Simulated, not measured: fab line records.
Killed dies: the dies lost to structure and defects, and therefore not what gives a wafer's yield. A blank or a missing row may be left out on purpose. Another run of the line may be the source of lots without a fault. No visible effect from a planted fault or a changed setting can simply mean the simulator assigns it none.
Comparing a struck lot with a sound one | flow sky130 | 26 out of 708 route steps
Sound: these wafers, L614.2, L614.3, L614.5. Struck: wafers L623.3, L623.5, L623.6. Last of all comes the cause.
Each step with rows lists, per side, the tool, then ch with its chambers, then its first start. Under that, the readings that differ: sound wafers | struck wafers | difference of the means | sigmas: that difference in standard deviations of wafers without a fault.
alike: same words and numbers on both sides, and readings whose means sit less than 2 such deviations apart. not compared: any withheld reading, any reading some wafer has no value for, any bound like >300 that may hide the same value, and any number with overlapping values for which the record gives no deviation.
Wherever a step has rows on one side only, a row that says differs or no value, or a row with sigmas, the two part there. Non-overlapping numbers with no deviation appear without sigmas and do not part them. A reading missing from all wafers of one side parts the sides only when that side holds two or more wafers.

first, 1 step without rows for these wafers: SKY_FIELD_ISO_OXIDATION_01 (stabilise 600 s, purge 300 s, target thk 12 nm).
SKY_FIELD_ISO_CVD_03: deposits Si3N4 from DCS/NH3, target thk 165 nm, time 2830 s.
  sound on lpcvd-02 ch 0, day 2 09:31; struck on lpcvd-02 ch 0, day 4 07:09
reading                                    | sound             | struck            | difference | sigmas
pressureMtorr (mTorr)                      | 251.1 250.5 250.2 | 199.6 200.0 199.3 | -51.0      | -89
model.Si3N4_of_FIELD_ISO_CVD_03.thkNm (nm) | 167.2 165.1 167.3 | 159 157.7 156.5   | -9         | 
  alike: spikeTcUpperC, susceptorTempC, zonePowerBottomPct, zonePowerCentrePct
SKY_FIELD_ISO_THK_MEAS_04:
  sound on filmMetro-02 at day 2 11:19; struck on filmMetro-03 at day 4 08:57
reading                   | sound             | struck            | difference | sigmas
FIELD_ISO_CVD_03_THK (nm) | 167.3 165.0 167.3 | 158.9 157.7 156.4 | -8.9       | -5
then, 9 steps without rows for these wafers: SKY_FIELD_ISO_DEHYDRATE_05 (time 60 s); SKY_FIELD_ISO_HMDS_06 (prime time 60 s); SKY_FIELD_ISO_COAT_07 (resist thk 60 nm); SKY_FIELD_ISO_COAT_08 (resist thk 450 nm); SKY_FIELD_ISO_SOFTBAKE_09 (time 90 s); SKY_FIELD_ISO_EXPOSE_10 (exposes mask FOM, target cd 150 nm); SKY_FIELD_ISO_PEB_11; SKY_FIELD_ISO_DEVELOP_12 (develop time 60 s); SKY_FIELD_ISO_ETCH_14 (etches BARC in N2/H2, stops on SiO2, time 45.9 s, target depth 60 nm).
SKY_FIELD_ISO_ETCH_15: etches the open film in CHF3/O2, stops on Si, target depth 180 nm, time 72 s.
  sound on rieDiel-01 ch 0,1,3, day 3 02:43; struck on rieDiel-02 ch 0,1,3, day 5 02:13
reading                 | sound             | struck            | difference | sigmas
oesProductAu (a.u.)     | 0.954 0.940 0.959 | 0.927 0.914 0.920 | -0.031     | -4
model.etch.depthNm (nm) | 167.2 165.1 167.3 | 159 157.7 156.5   | -9         | 
  alike: drypumpMotorCurrentA, throttleValvePct
  not compared: rfHoursCounterH
then, 10 steps without rows for these wafers: SKY_FIELD_ISO_STRIP_16 (strips in O2/N2); SKY_FIELD_ISO_ETCH_17 (etches Si in HBr/Cl2/O2, target depth 342 nm, time 97.7 s); SKY_FIELD_ISO_WET_ETCH_18 (etches Si3N4 in H3PO4, target depth 25 nm, time 286 s); SKY_FIELD_ISO_CLEAN_19 (cleans in SC1/SC2, time 150 s); SKY_FIELD_ISO_CLEAN_20 (cleans in dHF, time 19.37 s); SKY_FIELD_ISO_WET_ETCH_21 (etches SiO2 in dHF, target depth 20 nm, time 400 s); SKY_FIELD_ISO_OXIDATION_22 (stabilise 600 s, purge 300 s, target thk 10 nm); SKY_FIELD_ISO_CVD_24 (deposits SiO2, target thk 595 nm, time 99.2 s); SKY_FIELD_ISO_ANNEAL_26 (time 1800 s); SKY_FIELD_ISO_CMP_27 (polishes, stops on Si3N4, t overpolish 16 s, target thk 457.8 nm).
SKY_FIELD_ISO_WET_ETCH_28: etches SiO2 in dHF, target depth 23.7 nm, time 47 s.
  sound on wetBench-03 ch 0, day 3 08:43; struck on wetBench-02 ch 1, day 5 07:05
reading                                    | sound             | struck          | difference | sigmas
model.Si3N4_of_FIELD_ISO_CVD_03.thkNm (nm) | 120.2 118.2 120.2 | 112.4 111 110.1 | -8.4       | 
then, 1 step without rows for these wafers: SKY_FIELD_ISO_WET_ETCH_29 (etches Si3N4 in H3PO4, target depth 160 nm, time 1825 s).
-- here the record skips 44 days between the struck wafers' starts before and after, leaving off in module FIELD_ISO and picking up in module PAD_OPEN (first step shown: number 708 of the route) --
SKY_PAD_OPEN_PROBE_99:
  sound on prober-01 at day 46 23:32; struck on prober-02 at day 49 02:07
reading    | sound    | struck   | difference | sigmas
killedOpen | 42 43 32 | 54 51 51 | +13        | +2
  alike: killed_at_M0_to_M3, killed_at_M4_up, killedAtContacts, killedAtFrontEnd, killedAtOther, killedDies, killedShort
  not compared: model.etest.capLiToPoly.cAfUm2, model.etest.sramNfetPass.offLog10AUm

WHERE THEY PART
Earliest at SKY_FIELD_ISO_CVD_03; latest, in this record, at SKY_PAD_OPEN_PROBE_99.

WHY: the cause the simulator had injected
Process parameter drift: lpcvd-02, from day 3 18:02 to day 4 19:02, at SKY_FIELD_ISO_CVD_03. Setting pressureMtorr, moved by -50, from 250. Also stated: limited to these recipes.
